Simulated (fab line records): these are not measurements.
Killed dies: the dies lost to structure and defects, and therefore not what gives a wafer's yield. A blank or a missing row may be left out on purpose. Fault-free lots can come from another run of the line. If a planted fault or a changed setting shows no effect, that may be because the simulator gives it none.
fab line records -- flow sky130
[record] lots = 6, wafers = 18, lastDay = 49
route steps=708 shown VIA1@472 METAL2@483 PAD_OPEN@708
lots that met no fault: taken from a fault-free run of the same line
startH: hours from the record's opening day to when the first of the lot's shown wafers began -- waitH: time in hours since the lot's previous step -- " identical to the entry in the row above -- L1.1+2: one row covering several wafers at once -- - either no value or no given start -- * or withheld: withheld -- < > ~ a bound
route shown NAME@n: NAME is a module with steps in the file, n the number in the route of the first one -- usual: mean/standard deviation taken from wafers without a fault -- same: alike in all rows -- chamber/n: place in a boat -- sites: the reading at each site -- _std_site: standard deviation across them -- _edge_site: the outer-site mean with the inner-site mean subtracted -- radiusMm: for every site, how far away it sits from the centre of the wafer -- mask NAME#n: copy n -- behind: the tool/chamber that last shaped the wafer -- hold: why the lot went on hold/how many hours it stayed there/how the hold came to an end -- device: the n, p or np transistor that did not switch -- end of line: tests run on the same wafers once the route is complete -- a step without rows: its recipe alone -- killed: dies lost to structure and defects at the first sort, not the wafer's yield -- map: shows each die of a wafer: x if killed, . if not, _ if none is there
set.NAME: the setting that was run; set.NAME@STEP: the one run at that earlier step -- model.NAME: the simulator's own value behind a step, which no gauge read
certain route steps with their lots: each step a table, each wafer a row
services: a tool's chamber out of use, with start hour (startH, from the record's first day; less than 0 if before it), hours out, and reason
[[steps]]
[step SKY_VIA1_ETCH_14]
[recipe] chemistry = N2/H2, target = BARC, ionEnergyEv = 200, sourceW = 500, biasW = 100, pressureMtorr = 30, n2FlowSccm = 100, h2FlowSccm = 200, stopOn = SiO2, timeS = 45.9, targetDepthA = 600
[step SKY_VIA1_ETCH_15]
[recipe] target = SiO2, chemistry = C4F8/O2/Ar, targetDepthNm = 351, stopOn = TiN, maskMaterial = KrF-thick, sourceW = 1500, biasW = 1200, pressureMtorr = 40, c4f8FlowSccm = withheld, O2_flow_sccm = 6, Ar_flow_sccm = 300, timeS = 54
[step SKY_VIA1_STRIP_16]
[recipe] chemistry = O2/N2, powerW = 1400, pressureMtorr = 1500, platenTempC = withheld, o2FlowSccm = 3000, n2FlowSccm = 300, overashFraction = 0.5
[usual] drypumpMotorCurrentA = 5.6/0.52, o2FlowSccm = 3000/8.4, oesProductAu = 0.416/0.0042, stripTimeToEndpointS = 4.469/0.019
lot.wafer,tool,chamber,startH,waitH,drypumpMotorCurrentA,o2FlowSccm,oesProductAu,rfHoursCounterH,stripTimeToEndpointS
L946.1,plasmaAsher-03,0,785.83,0.0,6.1,2997,0.418,65,4.448
L946.3,plasmaAsher-03,1,785.83,0.0,5.4,3000,0.412,-,4.436
L946.6,plasmaAsher-03,1,785.83,0.0,5.3,2998,0.417,-,4.449
L950.1,plasmaAsher-02,1,821.95,0.0,4.8,3002,0.419,101,4.502
L950.5,plasmaAsher-02,0,821.95,0.0,6.0,2989,0.415,-,4.502
L950.6,plasmaAsher-02,1,821.95,0.0,4.8,3018,0.415,-,4.506
L954.2,plasmaAsher-03,1,856.88,0.0,5.4,3004,0.420,71,4.473
L954.4,plasmaAsher-03,0,856.88,0.0,6.1,2995,0.421,-,4.490
L954.5,plasmaAsher-03,1,856.88,0.0,5.4,3011,0.421,-,4.501
L955.4,plasmaAsher-02,0,860.44,0.1,6.0,3003,0.421,-,4.434
L955.5,plasmaAsher-02,1,860.44,0.1,4.7,3006,0.424,-,4.468
L955.6,plasmaAsher-02,0,860.44,0.1,6.1,2990,0.415,-,4.472
L956.3,plasmaAsher-01,1,871.36,0.1,6.1,2992,0.411,-,4.471
L956.4,plasmaAsher-01,0,871.36,0.1,5.2,3009,0.419,-,4.496
L956.5,plasmaAsher-01,1,871.36,0.1,6.0,3002,0.417,-,4.477
L965.1,plasmaAsher-01,1,935.25,0.0,6.1,2997,0.418,49,4.469
L965.4,plasmaAsher-01,1,935.25,0.0,6.1,3005,0.418,-,4.455
L965.6,plasmaAsher-01,1,935.25,0.0,6.1,2989,0.425,-,4.481
[step SKY_VIA1_STRIP_17]
[recipe] chemistry = postEtchResidueRemover, timeS = 1200, tempC = 72.5
[step SKY_VIA1_CLEAN_18]
[recipe] chemistry = IPA, timeS = 180, tempC = 25
[step SKY_VIA1_CLEAN_19]
[recipe] chemistry = O3/DIW, dry = n2Spin
[step SKY_VIA1_SPUTTER_20]
[recipe] material = TiN, targetThkNm = 20, chamberPressurePa = 5, powerW = 4000, timeS = 80
[usual] cathodeDcPowerW = 3999.9/0.76, throttleValvePct = 29.4/1
lot.wafer,tool,chamber,startH,waitH,cathodeDcPowerW,throttleValvePct
L946.1,pvdSputter-03,-,786.42,0.0,3999.5,30.2
L946.3,pvdSputter-03,-,786.42,0.0,3999.4,30.3
L946.6,pvdSputter-03,-,786.42,0.0,3999.0,30.2
L950.1,pvdSputter-01,-,822.61,0.0,3999.3,31.0
L950.5,pvdSputter-01,-,822.61,0.0,3999.8,29.0
L950.6,pvdSputter-01,-,822.61,0.0,3998.9,27.4
L954.2,pvdSputter-03,-,857.51,0.0,3999.5,28.3
L954.4,pvdSputter-03,-,857.51,0.0,4001.2,29.4
L954.5,pvdSputter-03,-,857.51,0.0,4000.8,28.4
L955.4,pvdSputter-03,-,861.00,0.0,4000.9,30.2
L955.5,pvdSputter-03,-,861.00,0.0,4000.1,30.5
L955.6,pvdSputter-03,-,861.00,0.0,4000.2,30.0
L956.3,pvdSputter-03,-,872.33,0.0,4001.8,30.4
L956.4,pvdSputter-03,-,872.33,0.0,4000.3,28.5
L956.5,pvdSputter-03,-,872.33,0.0,4000.1,30.2
L965.1,pvdSputter-01,-,935.85,0.0,4000.0,31.0
L965.4,pvdSputter-01,-,935.85,0.0,3999.0,28.9
L965.6,pvdSputter-01,-,935.85,0.0,3999.6,31.2
[step SKY_VIA1_CVD_21]
[recipe] material = W, targetThkNm = 270, timeS = 80.902, tempC = 400, pressureTorr = 40
[usual] heaterPowerW = 824/38
lot.wafer,tool,chamber,startH,waitH,heaterPowerW
L946.1,cvdW-02,0,786.48,0.0,841
L946.3,cvdW-02,1,786.48,0.0,865
L946.6,cvdW-02,0,786.48,0.0,841
L950.1,cvdW-02,1,822.68,0.0,886
L950.5,cvdW-02,1,822.68,0.0,874
L950.6,cvdW-02,0,822.68,0.0,836
L954.2,cvdW-01,0,857.57,0.0,853
L954.4,cvdW-01,1,857.57,0.0,755
L954.5,cvdW-01,1,857.57,0.0,755
L955.4,cvdW-01,1,861.09,0.1,774
L955.5,cvdW-01,0,861.09,0.1,847
L955.6,cvdW-01,1,861.09,0.1,771
L956.3,cvdW-01,0,872.42,0.1,848
L956.4,cvdW-01,1,872.42,0.1,756
L956.5,cvdW-01,1,872.42,0.1,781
L965.1,cvdW-02,1,935.91,0.0,777
L965.4,cvdW-02,0,935.91,0.0,848
L965.6,cvdW-02,1,935.91,0.0,824
[step SKY_VIA1_RS_MEAS_22]
[recipe] thkMeasGauge = four-point-probe, reads = W_of_VIA1_CVD_21+TiN_of_VIA1_SPUTTER_20
[usual] VIA1_W_RS = 0.432/0.0047
lot.wafer,tool,chamber,startH,waitH,VIA1_W_RS[ohm/sq]
L946.1,filmMetro-03,-,786.58,0.1,0.434
L946.3,filmMetro-03,-,786.58,0.1,0.428
L946.6,filmMetro-03,-,786.58,0.1,0.427
L950.1,filmMetro-02,-,822.77,0.1,0.436
L950.5,filmMetro-02,-,822.77,0.1,0.440
L950.6,filmMetro-02,-,822.77,0.1,0.440
L954.2,filmMetro-04,-,857.69,0.1,0.420
L954.4,filmMetro-04,-,857.69,0.1,0.432
L954.5,filmMetro-04,-,857.69,0.1,0.431
L955.4,filmMetro-02,-,861.21,0.1,0.430
L955.5,filmMetro-02,-,861.21,0.1,0.434
L955.6,filmMetro-02,-,861.21,0.1,0.440
L956.3,filmMetro-03,-,872.52,0.1,0.427
L956.4,filmMetro-03,-,872.52,0.1,0.437
L956.5,filmMetro-03,-,872.52,0.1,0.437
L965.1,filmMetro-02,-,936.00,0.1,0.440
L965.4,filmMetro-02,-,936.00,0.1,0.433
L965.6,filmMetro-02,-,936.00,0.1,0.434
[step SKY_VIA1_THK_MEAS_23]
[recipe] thkMeasGauge = xrf, reads = W_of_VIA1_CVD_21
[usual] VIA1_W_THK = 269/3.3
lot.wafer,tool,chamber,startH,waitH,VIA1_W_THK[nm]
L946.1,filmMetro-03,-,786.70,0.1,265
L946.3,filmMetro-03,-,786.70,0.1,271
L946.6,filmMetro-03,-,786.70,0.1,268
L950.1,filmMetro-02,-,822.89,0.1,270
L950.5,filmMetro-02,-,822.89,0.1,266
L950.6,filmMetro-02,-,822.89,0.1,267
L954.2,filmMetro-04,-,857.80,0.1,275
L954.4,filmMetro-04,-,857.80,0.1,267
L954.5,filmMetro-04,-,857.80,0.1,269
L955.4,filmMetro-02,-,861.30,0.1,271
L955.5,filmMetro-02,-,861.30,0.1,268
L955.6,filmMetro-02,-,861.30,0.1,265
L956.3,filmMetro-03,-,872.62,0.1,273
L956.4,filmMetro-03,-,872.62,0.1,266
L956.5,filmMetro-03,-,872.62,0.1,265
L965.1,filmMetro-02,-,936.12,0.1,264
L965.4,filmMetro-02,-,936.12,0.1,270
L965.6,filmMetro-02,-,936.12,0.1,269
[step SKY_VIA1_CMP_24]
[recipe] stopOn = SiO2, tOverpolishS = 15, downForcePsi = 3.5, platenRpm = 60, targetThkNm = 0, padVelocityMS = 0.94248
[usual] motorCurrentA = 9.9/1.1, overpolishRunS = 15.000/0.008, timeToEndpointS = 66/3
lot.wafer,tool,chamber,startH,waitH,motorCurrentA,overpolishRunS,timeToEndpointS
L946.3,cmp-02,2,786.76,0.0,10.1,14.999,63
L946.1,cmp-02,1,786.76,0.0,11.8,15.006,61
L946.6,cmp-02,2,786.76,0.0,10.4,14.981,61
L950.1,cmp-02,1,823.00,0.1,12.3,14.993,62
L950.5,cmp-02,0,823.00,0.1,8.2,15.007,58
L950.6,cmp-02,1,823.00,0.1,12.3,15.003,62
L954.4,cmp-01,0,857.90,0.1,9.5,15.010,64
L954.2,cmp-01,2,857.90,0.1,8.7,15.003,63
L954.5,cmp-01,0,857.90,0.1,9.2,14.991,61
L955.4,cmp-01,3,861.43,0.1,10.0,15.006,68
L955.5,cmp-01,1,861.43,0.1,10.2,15.010,70
L955.6,cmp-01,2,861.43,0.1,8.2,14.989,67
L956.3,cmp-02,3,872.79,0.2,10.2,14.991,68
L956.4,cmp-02,0,872.79,0.2,9.0,15.011,64
L956.5,cmp-02,3,872.79,0.2,10.7,14.981,66
L965.1,cmp-01,0,936.18,0.1,9.6,14.994,62
L965.4,cmp-01,1,936.18,0.1,10.7,14.993,67
L965.6,cmp-01,0,936.18,0.1,9.2,15.008,64
[step SKY_METAL2_SPUTTER_00]
[recipe] material = Ti, targetThkNm = 15, powerW = 3000, timeS = 10, chamberPressurePa = 0.4
[step SKY_METAL2_SPUTTER_01]
[recipe] material = TiN, targetThkNm = 20, powerW = 6500, timeS = 16.7, chamberPressurePa = 0.4
[usual] cathodeDcPowerW = 6500.0/1.2, throttleValvePct = 29.8/0.94
lot.wafer,tool,chamber,startH,waitH,cathodeDcPowerW,throttleValvePct,model.TiN_of_METAL2_SPUTTER_01.thkNm
L946.1,pvdSputter-04,-,787.08,0.0,6498.2,30.8,20.31
L946.3,pvdSputter-04,-,787.08,0.0,6500.5,29.7,20.22
L946.6,pvdSputter-04,-,787.08,0.0,6499.4,29.5,20.24
L950.1,pvdSputter-02,-,823.27,0.0,6499.0,30.0,20.2
L950.5,pvdSputter-02,-,823.27,0.0,6499.8,29.9,20.19
L950.6,pvdSputter-02,-,823.27,0.0,6498.2,29.0,20.22
L954.2,pvdSputter-02,-,858.17,0.0,6502.6,29.6,28.86
L954.4,pvdSputter-02,-,858.17,0.0,6501.5,31.2,28.97
L954.5,pvdSputter-02,-,858.17,0.0,6499.8,30.8,28.9
L955.4,pvdSputter-02,-,861.66,0.0,6499.5,30.5,29.35
L955.5,pvdSputter-02,-,861.66,0.0,6499.1,31.0,29.39
L955.6,pvdSputter-02,-,861.66,0.0,6500.3,29.9,20.29
L956.3,pvdSputter-04,-,873.11,0.0,6500.0,29.4,20.22
L956.4,pvdSputter-04,-,873.11,0.0,6501.5,28.7,19.98
L956.5,pvdSputter-04,-,873.11,0.0,6500.6,30.6,20.03
L965.1,pvdSputter-04,-,936.50,0.0,6500.1,28.8,20.21
L965.4,pvdSputter-04,-,936.50,0.0,6499.4,29.5,19.97
L965.6,pvdSputter-04,-,936.50,0.0,6498.7,30.7,20.04
[step SKY_METAL2_SPUTTER_02]
[recipe] material = AlCu, targetThkNm = 250, powerW = 10600, timeS = 13.3, chamberPressurePa = 0.4
[usual] cathodeDcPowerW = 10600/1.9, throttleValvePct = 29.8/0.96
lot.wafer,tool,chamber,startH,waitH,cathodeDcPowerW,throttleValvePct
L946.1,pvdSputter-04,-,787.10,0.0,10600,30.4
L946.3,pvdSputter-04,-,787.10,0.0,10598,29.6
L946.6,pvdSputter-04,-,787.10,0.0,10601,29.5
L950.1,pvdSputter-02,-,823.30,0.0,10600,29.6
L950.5,pvdSputter-02,-,823.30,0.0,10601,29.9
L950.6,pvdSputter-02,-,823.30,0.0,10601,29.1
L954.2,pvdSputter-02,-,858.19,0.0,10601,29.5
L954.4,pvdSputter-02,-,858.19,0.0,10600,31.0
L954.5,pvdSputter-02,-,858.19,0.0,10601,30.8
L955.4,pvdSputter-02,-,861.68,0.0,10601,30.7
L955.5,pvdSputter-02,-,861.68,0.0,10600,31.1
L955.6,pvdSputter-02,-,861.68,0.0,10599,29.8
L956.3,pvdSputter-04,-,873.14,0.0,10601,29.0
L956.4,pvdSputter-04,-,873.14,0.0,10600,28.5
L956.5,pvdSputter-04,-,873.14,0.0,10599,30.5
L965.1,pvdSputter-04,-,936.53,0.0,10602,28.9
L965.4,pvdSputter-04,-,936.53,0.0,10600,29.4
L965.6,pvdSputter-04,-,936.53,0.0,10599,30.8
[step SKY_PAD_OPEN_PROBE_99]
[usual] defectLimitedYield = 82.7/2, killed_at_M0_to_M3 = 42/7.7, killed_at_M4_up = 3.1/1.9, killedAtContacts = 24/4.9, killedAtFrontEnd = 15/4.6, killedAtOther = 0.3/0.51, killedDies = 85/9.9, killedOpen = 47/7.1, killedShort = 38/6.7, sort_bin_3_pad_short = 0.9/0.46, sort_bin_5_function = 10.1/1.5, sort_bin_6_memory = 6.3/1.1, sortNPass = 407/9.9, sortYieldPct = 82.7/2
[same] grossDies = 492, killedAtBackSide = 0, sort_bin_4_leakage[%] = 0, sort_bin_8_speed[%] = 0
lot.wafer,tool,chamber,startH,waitH,defectLimitedYield[%],killed_at_M0_to_M3,killed_at_M4_up,killedAtContacts,killedAtFrontEnd,killedAtOther,killedDies,killedOpen,killedShort,sort_bin_3_pad_short[%],sort_bin_5_function[%],sort_bin_6_memory[%],sortNPass,sortYieldPct[%]
L955.4,prober-02,-,1130.30,0.2,78.0,51,4,26,27,0,108,58,50,0.4,13.2,8.3,384,78.0
L955.5,prober-02,-,1130.35,0.2,80.5,47,3,21,24,1,96,55,40,1.0,12.2,6.3,396,80.5
L955.6,prober-02,-,1130.40,0.2,81.7,41,3,26,19,1,90,48,42,0.6,9.1,8.5,402,81.7
// killed by level:class
L955.4 VIA1:geometricParticle:open=11 VIA1:geometricParticle:short=10 LI_CONTACT:geometricParticle:open=9 CONTACT:geometricParticle:open=8 CONTACT:geometricParticle:short=8 METAL2:geometricParticle:short=8 FIELD_ISO:geometricParticle:open=7 FIELD_ISO:geometricParticle:short=7
L955.5 VIA2:geometricParticle:open=10 VIA3:geometricParticle:open=10 FIELD_ISO:geometricParticle:open=7 LI_CONTACT:geometricParticle:open=7 METAL1:geometricParticle:short=7 POLY_GATE:geometricParticle:open=6 VIA2:geometricParticle:short=6 CONTACT:geometricParticle:open=5
L955.6 LI_CONTACT:geometricParticle:open=10 VIA2:geometricParticle:open=10 VIA1:geometricParticle:open=6 CONTACT:geometricParticle:short=6 VIA1:geometricParticle:short=6 POLY_GATE:geometricParticle:short=5 CONTACT:geometricParticle:open=5 VIA3:geometricParticle:open=4
[[services]]
tool,chamber,startH,hours,kind
cmp-01,-,762.51,3.1,repair
cmp-02,-,781.60,3.5,repair
plasmaAsher-01,-,782.57,7.4,repair
pvdSputter-03,-,801.41,1.7,repair
plasmaAsher-03,-,819.67,14.9,repair
plasmaAsher-01,-,846.64,14.6,pm
cvdW-02,-,850.45,0.5,repair
pvdSputter-03,-,858.67,1.6,repair
cmp-02,-,861.85,5.1,repair
pvdSputter-01,-,872.07,2.3,repair
cvdW-02,-,904.00,14.0,pm
cvdW-02,0,904.00,14.0,ventCycle
cvdW-02,1,904.00,14.0,ventCycle
pvdSputter-03,-,906.77,1.2,repair
plasmaAsher-01,-,910.44,2.8,pm
cmp-01,-,912.00,4.0,pm
cmp-01,-,916.00,-,consumableReplace:conditioner
cmp-01,-,916.00,-,consumableReplace:pad
cvdW-02,0,918.00,-,clean
cvdW-02,1,918.00,-,clean
cmp-02,-,927.18,3.9,pm
[[key]]
firstSign none at tools or gauges
[modelEffect] step = SKY_METAL2_SPUTTER_01, value = TiN_of_METAL2_SPUTTER_01.thkNm, without = 20, struck = 29.09
metAt SKY_METAL2_SPUTTER_01
struckWafers L954.2,L954.4,L954.5,L955.4,L955.5
onsetBetween 823.27 858.17
[fault] kind = processParameterDrift, tool = pvdSputter-02, chamber = -, onsetH = 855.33, steps = SKY_METAL2_SPUTTER_01, channel = targetThkNm, offset = 9.0898, shape = step, endH = 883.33, scope = struckWafersOnly, actsIn = theseRecipesOnly, stated = 20
